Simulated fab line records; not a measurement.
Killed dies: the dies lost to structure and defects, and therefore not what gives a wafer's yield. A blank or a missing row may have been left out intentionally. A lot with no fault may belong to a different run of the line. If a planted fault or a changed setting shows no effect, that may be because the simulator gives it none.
One fault through the eyes of 2 desks -- flow gf180mcu -- each desk holds nothing but its own numbers, with what lay behind them at the end

TOOL OWNER'S DESK, lpcvd-01
The tool's own readings at GF_STI_CVD_03 (deposits Si3N4 from DCS/NH3, target thk 207.16 nm, time 3551 s): means of the sampled wafers that have a number, for each lot that ran on this tool. The brackets show how far a lot's mean lies from the usual mean; more than 4 standard deviations puts the lot out of limits, marked OUT.
Columns: A = spike_tc_bottom_C at GF_STI_CVD_03, usual 786 C; B = spike_tc_centre_C at GF_STI_CVD_03, usual 771.4 C; C = spike_tc_lower_C at GF_STI_CVD_03, usual 769.4 C; D = spike_tc_top_C at GF_STI_CVD_03, usual 783.5 C; E = spike_tc_upper_C at GF_STI_CVD_03, usual 769.8 C; F = susceptor_temp_C at GF_STI_CVD_03, usual 770.0 C; G = zone_power_top_pct at GF_STI_CVD_03, usual 26.3 %
lot,first seen here,A,B,C,D,E,F,G
L110,day 1 21:34,790,771.4,769.9,782.1,768.7,769.7,26.3
L114,day 2 18:28,790,771.0,769.0,782.1,768.9,769.8,26.4
L117,day 3 08:37,790,770.0,770.8,781.2,768.4,769.6,25.7
L120,day 4 00:17,791,770.3,769.4,782.0,767.5,770.0,26.3
L125,day 5 00:34,778,757.7 (-11) OUT,756.5 (-8.1) OUT,770.6 (-4.4) OUT,755.4 (-10) OUT,757.7 (-40) OUT,25.8
L126,day 5 07:07,775,758.9 (-9.6) OUT,757.5 (-7.4) OUT,769.3 (-4.9) OUT,755.3 (-10) OUT,757.0 (-42) OUT,25.5
This desk's finding: out of limits on L125, L126; first on L125, day 5 00:34 (spike_tc_centre_C at GF_STI_CVD_03). Within limits: L110, L114, L117, L120.

METROLOGY DESK
Lot by lot, what the gauges showed, no matter which tool ran the lot: averages of those sampled wafers that carry a number. The brackets show how far a lot's mean lies from the usual mean; more than 4 standard deviations puts the lot out of limits, marked OUT.
Columns: A = STI_CVD_03_THK at GF_STI_THK_MEAS_04, usual 208.0 nm; B = MVSD_OVL at GF_MVSD_OVL_MEAS_07, usual -0.9 nm; C = MVPSD_OVL at GF_MVPSD_OVL_MEAS_07, usual -0.2 nm
lot,first seen here,A,B,C
L108,day 1 13:34,209.3,-1.1,0.2
L109,day 1 18:39,209.5,-2.7,2.2
L110,day 2 00:33,208.7,0.4,1.3
L112,day 2 09:35,207.1,-2.5,1.6
L114,day 2 20:28,211.4,-1.6,-2.3
L115,day 3 01:23,208.2,-0.9,0.6
L116,day 3 05:34,208.7,-1.4,-0.5
L117,day 3 10:37,206.2,-1.1,0.6
L120,day 4 02:16,206.3,-1.7,-0.9
L125,day 5 02:34,160.6 (-28) OUT,-1.3,-1.8
L126,day 5 09:07,160.8 (-28) OUT,-0.8,-1.7
L130,day 6 03:34,208.1,-2.0,-0.5
Per this desk, out of limits: L125, L126; the first was L125, day 5 02:34 (STI_CVD_03_THK at GF_STI_THK_MEAS_04). Within limits: L108, L109, L110, L112, L114, L115, L116, L117, L120, L130.

PUT TOGETHER
On L125, L126, at day 5 00:34, an alarm was possible from the tool owner's desk.
An alarm was possible from the metrology desk at day 5 02:34, on L125, L126.
Of the lots named, all ran GF_STI_CVD_03 on lpcvd-01.

WHAT THE SIMULATOR HAD PUT IN
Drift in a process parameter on lpcvd-01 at GF_STI_CVD_03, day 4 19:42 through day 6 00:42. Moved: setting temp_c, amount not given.
Shown lots that were struck: L125, L126.
Hours from the fault's start to each desk's first reading out of limits: the tool owner's desk, 5; the metrology desk, 7.
